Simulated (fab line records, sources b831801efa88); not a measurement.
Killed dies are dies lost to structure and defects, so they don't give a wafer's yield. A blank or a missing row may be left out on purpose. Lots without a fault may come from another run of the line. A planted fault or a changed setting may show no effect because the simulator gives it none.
A struck lot beside a sound one | flow sky130 | 15 steps out of a route of 708
Sound: wafers L881.3, L881.4, L881.6. Struck: wafers L871.1, L871.2, L871.4. The cause comes at the end.
At each step with rows: each side's tool, then ch and its chambers, then its first start. Under that, the readings that differ: sound wafers | struck wafers | difference of the means | sigmas: that difference in standard deviations of wafers without a fault.
alike: readings whose means differ by less than 2 such deviations, and words and numbers that are the same on both sides. not compared: withheld readings, readings that some wafer has no value for, bounds like >300 that may hide the same value, and numbers for which the record gives no deviation and whose values overlap.
The two part at a step that has a row with sigmas, a row that says differs or no value, or rows on one side only. Numbers that don't overlap but have no deviation are shown without sigmas and don't part them. A reading that every wafer of one side lacks parts them only if that side has two wafers or more.

SKY_VIA2_CD_MEAS_12: target cd 200 nm.
  sound on cd_sem-01, day 42 09:29; struck on cd_sem-01, day 39 09:30
  alike: cd_nm
SKY_VIA2_OVL_MEAS_13:
  sound on overlay-01, day 42 09:35; struck on overlay-01, day 39 09:37
  alike: VIA2_OVL
SKY_VIA2_ETCH_14: etches BARC in N2/H2, stops on SiO2, time 45.9 s, target depth 60 nm.
  sound on rie_diel-03 ch 0,2,3, day 42 09:36; struck on rie_diel-03 ch 0,1, day 39 09:40
  alike: bias_w, chamber_pressure_mTorr, drypump_motor_current_A, oes_product_au, throttle_valve_pct
  not compared: rf_hours_counter_h
then, 1 step without rows for these wafers: SKY_VIA2_ETCH_15 (etches SiO2 in C4F8/O2/Ar, stops on TiN, target depth 546 nm, time 84 s).
SKY_VIA2_STRIP_16: strips in O2/N2.
  sound on plasma_asher-03 ch 0,1, day 42 09:44; struck on plasma_asher-04 ch 0,1, day 39 09:46
  alike: chamber_pressure_mTorr, drypump_motor_current_A, o2_flow_sccm, oes_product_au, strip_time_to_endpoint_s
  not compared: rf_hours_counter_h
then, 3 steps without rows for these wafers: SKY_VIA2_STRIP_17 (strips in post etch residue remover, time 1200 s); SKY_VIA2_CLEAN_18 (cleans in IPA, time 180 s); SKY_VIA2_CLEAN_19 (cleans in O3/DIW).
SKY_VIA2_SPUTTER_20: material TiN, target thk 20 nm, time 80 s.
  sound on pvd_sputter-04, day 42 10:19; struck on pvd_sputter-01, day 39 10:21
  alike: cathode_dc_power_W, throttle_valve_pct
SKY_VIA2_CVD_21: deposits W, target thk 420 nm, time 126.4 s.
  sound on cvd_w-01 ch 0,1, day 42 10:25; struck on cvd_w-02 ch 0, day 39 10:25
  alike: chamber_pressure_Torr, heater_power_w
SKY_VIA2_RS_MEAS_22: measures by four-point-probe.
  sound on film_metro-04, day 42 10:33; struck on film_metro-03, day 39 10:40
  alike: VIA2_W_RS
SKY_VIA2_THK_MEAS_23: measures by xrf.
  sound on film_metro-04, day 42 10:39; struck on film_metro-03, day 39 10:47
  alike: VIA2_W_THK
SKY_VIA2_CMP_24: polishes, stops on SiO2, t overpolish 20 s, target thk 0 nm.
  sound on cmp-02 ch 0,2,3, day 42 10:47; struck on cmp-01 ch 0,1,2, day 39 11:10
  reading              | sound                | struck               | difference | sigmas
  overpolish_run_s (s) | 19.999 19.992 20.017 | 11.083 11.081 11.095 | -8.916     | -99 or more
  t_overpolish_s (s)   | 20 20 20             | 11.086 11.086 11.086 | -8.914     |
  alike: motor_current_A, slurry_filter_dp_kPa, time_to_endpoint_s
SKY_METAL3_SPUTTER_00: material Ti, target thk 15 nm, time 10 s.
  sound on pvd_sputter-02, day 42 10:59; struck on pvd_sputter-03, day 39 11:28
  alike: cathode_dc_power_W, throttle_valve_pct
-- the record jumps here: 9 days lie between the struck wafers' starts before and after (it left off in module METAL3 and takes up again in module PAD_OPEN, whose first step shown is number 708 of the route) --
SKY_PAD_OPEN_PROBE_99:
  the record has rows for the struck wafers here (prober-01, day 48 06:53) and none for the sound ones

WHERE THEY PART
First at SKY_VIA2_CMP_24; last, within this record, at SKY_PAD_OPEN_PROBE_99.

WHY: what the simulator had put in
Process parameter drift: cmp-01, from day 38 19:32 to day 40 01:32, at SKY_VIA2_CMP_24. Setting t_overpolish_s, moved by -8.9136, from 20. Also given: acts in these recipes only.
